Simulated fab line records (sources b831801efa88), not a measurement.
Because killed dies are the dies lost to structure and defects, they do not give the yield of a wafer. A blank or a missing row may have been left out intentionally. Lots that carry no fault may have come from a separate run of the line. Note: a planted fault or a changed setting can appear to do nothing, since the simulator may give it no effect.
What tool caused it? || flow gf180mcu || Sampling: 11 lots, 33 wafers, 7 of 602 route steps

## WHAT THE GAUGES SHOWED, per wafer
GF_V3_BOW_MEAS_05.
{"lot": "L398", "measured": "day 21 22:36", "on": "film_metro-02", "V3_BOW (um)": "111 116 105"}
{"lot": "L399", "measured": "day 22 13:43", "on": "film_metro-04", "V3_BOW (um)": "134 130 127"}
{"lot": "L403", "measured": "day 24 00:35", "on": "film_metro-04", "V3_BOW (um)": "124 121 117"}
{"lot": "L404", "measured": "day 24 07:25", "on": "film_metro-04", "V3_BOW (um)": "112 120 123"}
{"lot": "L405", "measured": "day 24 09:29", "on": "film_metro-04", "V3_BOW (um)": "120 131 130"}
{"lot": "L407", "measured": "day 25 06:36", "on": "film_metro-04", "V3_BOW (um)": "118 112 113"}
{"lot": "L408", "measured": "day 25 13:17", "on": "film_metro-01", "V3_BOW (um)": "111 129 119"}
{"lot": "L409", "measured": "day 25 16:51", "on": "film_metro-04", "V3_BOW (um)": "131 123 116"}
{"lot": "L410", "measured": "day 26 00:04", "on": "film_metro-04", "V3_BOW (um)": "127 119 122"}
{"lot": "L419", "measured": "day 28 19:32", "on": "film_metro-04", "V3_BOW (um)": "107 102 110"}
{"lot": "L420", "measured": "day 29 02:23", "on": "film_metro-01", "V3_BOW (um)": "97 100 98"}

GF_V3_RS_MEAS_24: a four-point-probe measurement.
{"lot": "L398", "measured": "day 22 23:12", "on": "film_metro-01", "V3_W_RS (ohm/sq)": "0.321 0.320 0.318"}
{"lot": "L399", "measured": "day 23 13:55", "on": "film_metro-02", "V3_W_RS (ohm/sq)": "0.334 0.329 0.329"}
{"lot": "L403", "measured": "day 25 00:43", "on": "film_metro-02", "V3_W_RS (ohm/sq)": "0.326 0.326 0.329"}
{"lot": "L404", "measured": "day 25 06:54", "on": "film_metro-01", "V3_W_RS (ohm/sq)": "0.332 0.328 0.328"}
{"lot": "L405", "measured": "day 25 07:53", "on": "film_metro-02", "V3_W_RS (ohm/sq)": "0.322 0.322 0.326"}
{"lot": "L407", "measured": "day 26 05:23", "on": "film_metro-02", "V3_W_RS (ohm/sq)": "0.328 0.326 0.328"}
{"lot": "L408", "measured": "day 26 11:02", "on": "film_metro-02", "V3_W_RS (ohm/sq)": "0.327 0.325 0.328"}
{"lot": "L409", "measured": "day 26 14:47", "on": "film_metro-01", "V3_W_RS (ohm/sq)": "0.400 0.396 0.395"}
{"lot": "L410", "measured": "day 26 22:08", "on": "film_metro-02", "V3_W_RS (ohm/sq)": "0.389 0.394 0.392"}
{"lot": "L419", "measured": "day 29 15:27", "on": "film_metro-02", "V3_W_RS (ohm/sq)": "0.322 0.329 0.326"}
{"lot": "L420", "measured": "day 29 21:37", "on": "film_metro-04", "V3_W_RS (ohm/sq)": "0.332 0.330 0.325"}

GF_V3_THK_MEAS_25: measures by xrf.
{"lot": "L398", "measured": "day 22 23:19", "on": "film_metro-01", "V3_W_THK (nm)": "361 359 365"}
{"lot": "L399", "measured": "day 23 14:02", "on": "film_metro-02", "V3_W_THK (nm)": "348 351 354"}
{"lot": "L403", "measured": "day 25 00:50", "on": "film_metro-02", "V3_W_THK (nm)": "357 357 355"}
{"lot": "L404", "measured": "day 25 07:01", "on": "film_metro-01", "V3_W_THK (nm)": "352 356 357"}
{"lot": "L405", "measured": "day 25 07:59", "on": "film_metro-02", "V3_W_THK (nm)": "358 359 355"}
{"lot": "L407", "measured": "day 26 05:29", "on": "film_metro-02", "V3_W_THK (nm)": "352 355 352"}
{"lot": "L408", "measured": "day 26 11:08", "on": "film_metro-02", "V3_W_THK (nm)": "350 354 352"}
{"lot": "L409", "measured": "day 26 14:54", "on": "film_metro-01", "V3_W_THK (nm)": "292 294 293"}
{"lot": "L410", "measured": "day 26 22:14", "on": "film_metro-02", "V3_W_THK (nm)": "296 293 294"}
{"lot": "L419", "measured": "day 29 15:34", "on": "film_metro-02", "V3_W_THK (nm)": "357 352 356"}
{"lot": "L420", "measured": "day 29 21:43", "on": "film_metro-04", "V3_W_THK (nm)": "359 362 367"}

GF_M4_CD_MEAS_14: target cd 280 nm.
{"lot": "L398", "measured": "day 23 21:44", "on": "cd_sem-01", "cd_nm (nm)": "280.3 278.8 279.5"}
{"lot": "L399", "measured": "day 24 12:32", "on": "cd_sem-01", "cd_nm (nm)": "280.0 279.9 279.1"}
{"lot": "L403", "measured": "day 25 22:36", "on": "cd_sem-01", "cd_nm (nm)": "280.1 279.4 279.9"}
{"lot": "L404", "measured": "day 26 04:36", "on": "cd_sem-01", "cd_nm (nm)": "279.5 278.6 278.8"}
{"lot": "L405", "measured": "day 26 05:47", "on": "cd_sem-02", "cd_nm (nm)": "281.4 282.4 281.5"}
{"lot": "L407", "measured": "day 27 02:56", "on": "cd_sem-01", "cd_nm (nm)": "281.0 279.4 280.5"}
{"lot": "L408", "measured": "day 27 08:27", "on": "cd_sem-02", "cd_nm (nm)": "277.7 278.0 276.6"}
{"lot": "L409", "measured": "day 27 11:11", "on": "cd_sem-01", "cd_nm (nm)": "280.1 279.4 280.3"}
{"lot": "L410", "measured": "day 27 18:11", "on": "cd_sem-01", "cd_nm (nm)": "281.2 279.4 281.6"}
{"lot": "L419", "measured": "day 30 10:27", "on": "cd_sem-02", "cd_nm (nm)": "280.6 280.8 280.6"}
{"lot": "L420", "measured": "day 30 16:40", "on": "cd_sem-02", "cd_nm (nm)": "279.7 281.7 281.3"}

## WHICH TOOL RAN EACH LOT (tool, then ch and the chambers of the sampled wafers, then the start)
{"lot": "L398", "GF_V3_SPUTTER_22": "pvd_sputter-01, day 22 23:03", "GF_V3_CVD_23": "cvd_w-01 ch 0,1, day 22 23:05", "GF_V3_CMP_26": "cmp-02 ch 1,2,3, day 22 23:23"}
{"lot": "L399", "GF_V3_SPUTTER_22": "pvd_sputter-04, day 23 13:45", "GF_V3_CVD_23": "cvd_w-02 ch 0,1, day 23 13:47", "GF_V3_CMP_26": "cmp-02 ch 0,1,3, day 23 14:05"}
{"lot": "L403", "GF_V3_SPUTTER_22": "pvd_sputter-01, day 25 00:34", "GF_V3_CVD_23": "cvd_w-01 ch 0,1, day 25 00:37", "GF_V3_CMP_26": "cmp-02 ch 1,2,3, day 25 01:14"}
{"lot": "L404", "GF_V3_SPUTTER_22": "pvd_sputter-04, day 25 06:45", "GF_V3_CVD_23": "cvd_w-02 ch 0,1, day 25 06:47", "GF_V3_CMP_26": "cmp-02 ch 1,2,3, day 25 07:05"}
{"lot": "L405", "GF_V3_SPUTTER_22": "pvd_sputter-01, day 25 07:42", "GF_V3_CVD_23": "cvd_w-01 ch 0,1, day 25 07:46", "GF_V3_CMP_26": "cmp-01 ch 1,2,3, day 25 08:02"}
{"lot": "L407", "GF_V3_SPUTTER_22": "pvd_sputter-04, day 26 05:12", "GF_V3_CVD_23": "cvd_w-02 ch 0,1, day 26 05:17", "GF_V3_CMP_26": "cmp-01 ch 1,2,3, day 26 05:41"}
{"lot": "L408", "GF_V3_SPUTTER_22": "pvd_sputter-02, day 26 10:50", "GF_V3_CVD_23": "cvd_w-02 ch 0,1, day 26 10:54", "GF_V3_CMP_26": "cmp-02 ch 0,1, day 26 11:10"}
{"lot": "L409", "GF_V3_SPUTTER_22": "pvd_sputter-01, day 26 14:38", "GF_V3_CVD_23": "cvd_w-02 ch 0,1, day 26 14:40", "GF_V3_CMP_26": "cmp-01 ch 0,1,2, day 26 14:58"}
{"lot": "L410", "GF_V3_SPUTTER_22": "pvd_sputter-04, day 26 21:58", "GF_V3_CVD_23": "cvd_w-02 ch 0,1, day 26 21:59", "GF_V3_CMP_26": "cmp-02 ch 0,2,3, day 26 22:26"}
{"lot": "L419", "GF_V3_SPUTTER_22": "pvd_sputter-04, day 29 15:18", "GF_V3_CVD_23": "cvd_w-01 ch 0,1, day 29 15:20", "GF_V3_CMP_26": "cmp-02 ch 1,2, day 29 15:41"}
{"lot": "L420", "GF_V3_SPUTTER_22": "pvd_sputter-02, day 29 21:25", "GF_V3_CVD_23": "cvd_w-02 ch 0,1, day 29 21:29", "GF_V3_CMP_26": "cmp-02 ch 2,3, day 29 21:45"}
- GF_V3_SPUTTER_22: material TiN, target thk 10 nm, time 40 s.
- GF_V3_CVD_23: deposits W, target thk 350 nm, time 104.9 s.
- GF_V3_CMP_26: polishes, stops on SiO2, t overpolish 15 s, target thk 0 nm.

## AS READ BY THE TOOLS THEMSELVES (means over the sampled wafers that have a number; for cases with no such wafer, the mark the record gives instead)
GF_V3_SPUTTER_22.
{"lot": "L398", "tool": "pvd_sputter-01", "throttle_valve_pct (%)": 29.9}
{"lot": "L399", "tool": "pvd_sputter-04", "throttle_valve_pct (%)": 29.7}
{"lot": "L403", "tool": "pvd_sputter-01", "throttle_valve_pct (%)": 29.7}
{"lot": "L404", "tool": "pvd_sputter-04", "throttle_valve_pct (%)": 29.9}
{"lot": "L405", "tool": "pvd_sputter-01", "throttle_valve_pct (%)": 29.6}
{"lot": "L407", "tool": "pvd_sputter-04", "throttle_valve_pct (%)": 29.4}
{"lot": "L408", "tool": "pvd_sputter-02", "throttle_valve_pct (%)": 30.7}
{"lot": "L409", "tool": "pvd_sputter-01", "throttle_valve_pct (%)": 29.8}
{"lot": "L410", "tool": "pvd_sputter-04", "throttle_valve_pct (%)": 29.6}
{"lot": "L419", "tool": "pvd_sputter-04", "throttle_valve_pct (%)": 29.6}
{"lot": "L420", "tool": "pvd_sputter-02", "throttle_valve_pct (%)": 30.6}

GF_V3_CVD_23.
{"lot": "L398", "tool": "cvd_w-01", "chamber_pressure_Torr (Torr)": 39.96, "heater_power_w (W)": 872}
{"lot": "L399", "tool": "cvd_w-02", "chamber_pressure_Torr (Torr)": 40.06, "heater_power_w (W)": 913}
{"lot": "L403", "tool": "cvd_w-01", "chamber_pressure_Torr (Torr)": 40.06, "heater_power_w (W)": 912}
{"lot": "L404", "tool": "cvd_w-02", "chamber_pressure_Torr (Torr)": 40.02, "heater_power_w (W)": 868}
{"lot": "L405", "tool": "cvd_w-01", "chamber_pressure_Torr (Torr)": 40.13, "heater_power_w (W)": 900}
{"lot": "L407", "tool": "cvd_w-02", "chamber_pressure_Torr (Torr)": 40.09, "heater_power_w (W)": 923}
{"lot": "L408", "tool": "cvd_w-02", "chamber_pressure_Torr (Torr)": 39.97, "heater_power_w (W)": 884}
{"lot": "L409", "tool": "cvd_w-02", "chamber_pressure_Torr (Torr)": 27.96, "heater_power_w (W)": 881}
{"lot": "L410", "tool": "cvd_w-02", "chamber_pressure_Torr (Torr)": 28.00, "heater_power_w (W)": 920}
{"lot": "L419", "tool": "cvd_w-01", "chamber_pressure_Torr (Torr)": 40.04, "heater_power_w (W)": 911}
{"lot": "L420", "tool": "cvd_w-02", "chamber_pressure_Torr (Torr)": 40.07, "heater_power_w (W)": 876}

GF_V3_CMP_26.
{"lot": "L398", "tool": "cmp-02", "motor_current_A (A)": 11.1, "time_to_endpoint_s (s)": 88}
{"lot": "L399", "tool": "cmp-02", "motor_current_A (A)": 11.2, "time_to_endpoint_s (s)": 84}
{"lot": "L403", "tool": "cmp-02", "motor_current_A (A)": 11.1, "time_to_endpoint_s (s)": 80}
{"lot": "L404", "tool": "cmp-02", "motor_current_A (A)": 11.1, "time_to_endpoint_s (s)": 80}
{"lot": "L405", "tool": "cmp-01", "motor_current_A (A)": 11.3, "time_to_endpoint_s (s)": 89}
{"lot": "L407", "tool": "cmp-01", "motor_current_A (A)": 11.1, "time_to_endpoint_s (s)": 85}
{"lot": "L408", "tool": "cmp-02", "motor_current_A (A)": 11.3, "time_to_endpoint_s (s)": 82}
{"lot": "L409", "tool": "cmp-01", "motor_current_A (A)": 11.3, "time_to_endpoint_s (s)": 72}
{"lot": "L410", "tool": "cmp-02", "motor_current_A (A)": 10.1, "time_to_endpoint_s (s)": 68}
{"lot": "L419", "tool": "cmp-02", "motor_current_A (A)": 12.6, "time_to_endpoint_s (s)": 83}
{"lot": "L420", "tool": "cmp-02", "motor_current_A (A)": 10.1, "time_to_endpoint_s (s)": 79}

## THE ANSWER, worked out from the rows above alone
Rule: the lots themselves supply what counts as usual. The widest of any qualifying gaps counts: lots, ordered by their means at a reading, are off when they make up no more than a third of the lots, leave a main group of 4 or more, and stand apart from it by 3 or more times the standard deviation of that group's means. If all means in a main group match to the digits the tables above print for the reading, that group is not used. Also off: a lot with no number at a reading for which 4 or more lots have one. Where the step has rows for the other lots, those lots are counted as sound. First the gauges in route order, then the tools' own readings, where a lot's mean is used as printed above. At the first step where some lot is off, the reading lying furthest off is the one used; lots without a number count as furthest.
Off: L409, L410, at GF_V3_RS_MEAS_24 (V3_W_RS). The main group has a mean of 0.327 ohm/sq with a standard deviation of 0.0032.
A tool fits if, at a process step before that reading, it ran every lot that is off, and no sound lot after the first of them. The gauges at GF_V3_RS_MEAS_24 aren't tried: what is off there is off at GF_V3_CVD_23 too, on other tools, and a gauge's error can't cause that. None of those tried fits.

## WHAT THE SIMULATOR HAD PUT IN
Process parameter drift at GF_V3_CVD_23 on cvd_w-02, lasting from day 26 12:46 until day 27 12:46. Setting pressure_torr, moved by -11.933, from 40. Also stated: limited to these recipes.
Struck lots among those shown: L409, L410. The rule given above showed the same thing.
